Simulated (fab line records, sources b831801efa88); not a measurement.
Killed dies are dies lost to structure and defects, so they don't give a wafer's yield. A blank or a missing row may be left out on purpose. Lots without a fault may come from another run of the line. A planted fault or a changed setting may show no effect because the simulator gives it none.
A struck lot beside a sound one | flow gf180mcu | 17 steps out of a route of 602
Sound: wafers L867.2, L867.3, L867.5. Struck: wafers L871.1, L871.5, L871.6. The cause comes at the end.
At each step with rows: each side's tool, then ch and its chambers, then its first start. Under that, the readings that differ: sound wafers | struck wafers | difference of the means | sigmas: that difference in standard deviations of wafers without a fault.
alike: readings whose means differ by less than 2 such deviations, and words and numbers that are the same on both sides. not compared: withheld readings, readings that some wafer has no value for, bounds like >300 that may hide the same value, and numbers for which the record gives no deviation and whose values overlap.
The two part at a step that has a row with sigmas, a row that says differs or no value, or rows on one side only. Numbers that don't overlap but have no deviation are shown without sigmas and don't part them. A reading that every wafer of one side lacks parts them only if that side has two wafers or more.

first, 3 steps without rows for these wafers: GF_MVSD_EXPOSE_04 (exposes mask MVSD, target cd 1000 nm); GF_MVSD_PEB_05; GF_MVSD_DEVELOP_06 (develop time 60 s).
GF_MVSD_OVL_MEAS_07:
  sound on overlay-01, day 7 15:53; struck on overlay-02, day 8 07:44
  alike: MVSD_OVL
then, 2 steps without rows for these wafers: GF_MVSD_IMPLANT_08; GF_MVSD_IMPLANT_09.
GF_MVSD_STRIP_10: strips in O2/N2.
  sound on plasma_asher-04 ch 0,1, day 7 16:13; struck on plasma_asher-03 ch 0,1, day 8 08:04
  alike: drypump_motor_current_A, heater_power_w, oes_product_au, strip_time_to_endpoint_s
  not compared: rf_hours_counter_h
GF_MVSD_TW_MEAS_11:
  sound on film_metro-01, day 7 16:20; struck on film_metro-03, day 8 08:10
  reading | sound          | struck         | difference | sigmas
  MVSD_TW | 1584 1580 1580 | 1544 1535 1541 | -41        | -3
then, 4 steps without rows for these wafers: GF_MVPSD_DEHYDRATE_00 (time 60 s); GF_MVPSD_HMDS_01 (prime time 60 s); GF_MVPSD_COAT_02 (resist thk 3000 nm); GF_MVPSD_SOFTBAKE_03.
GF_MVPSD_EXPOSE_04: exposes mask MVPSD, target cd 1000 nm.
  sound on iline_stepper-01 ch 0, day 8 00:23; struck on iline_stepper-01 ch 0, day 8 15:51
  reading                       | sound             | struck            | difference | sigmas
  model.MVPSD.overlay_x_nm (nm) | 0.543 0.543 0.543 | 164.2 164.2 164.2 | +163.7     |
  alike: mask, reticle_temp_C
then, 2 steps without rows for these wafers: GF_MVPSD_PEB_05; GF_MVPSD_DEVELOP_06 (develop time 60 s).
GF_MVPSD_OVL_MEAS_07:
  sound on overlay-02, day 8 08:21; struck on overlay-02, day 9 00:27
  reading        | sound       | struck            | difference | sigmas
  MVPSD_OVL (nm) | 0.0 0.9 1.5 | 163.5 164.0 166.0 | +163.7     | +99 or more
  not compared: hold
then, 1 step without rows for these wafers: GF_PASSIVATION_PROBE_99.

WHERE THEY PART
First at GF_MVSD_TW_MEAS_11; last, within this record, at GF_MVPSD_OVL_MEAS_07.

WHY: what the simulator had put in
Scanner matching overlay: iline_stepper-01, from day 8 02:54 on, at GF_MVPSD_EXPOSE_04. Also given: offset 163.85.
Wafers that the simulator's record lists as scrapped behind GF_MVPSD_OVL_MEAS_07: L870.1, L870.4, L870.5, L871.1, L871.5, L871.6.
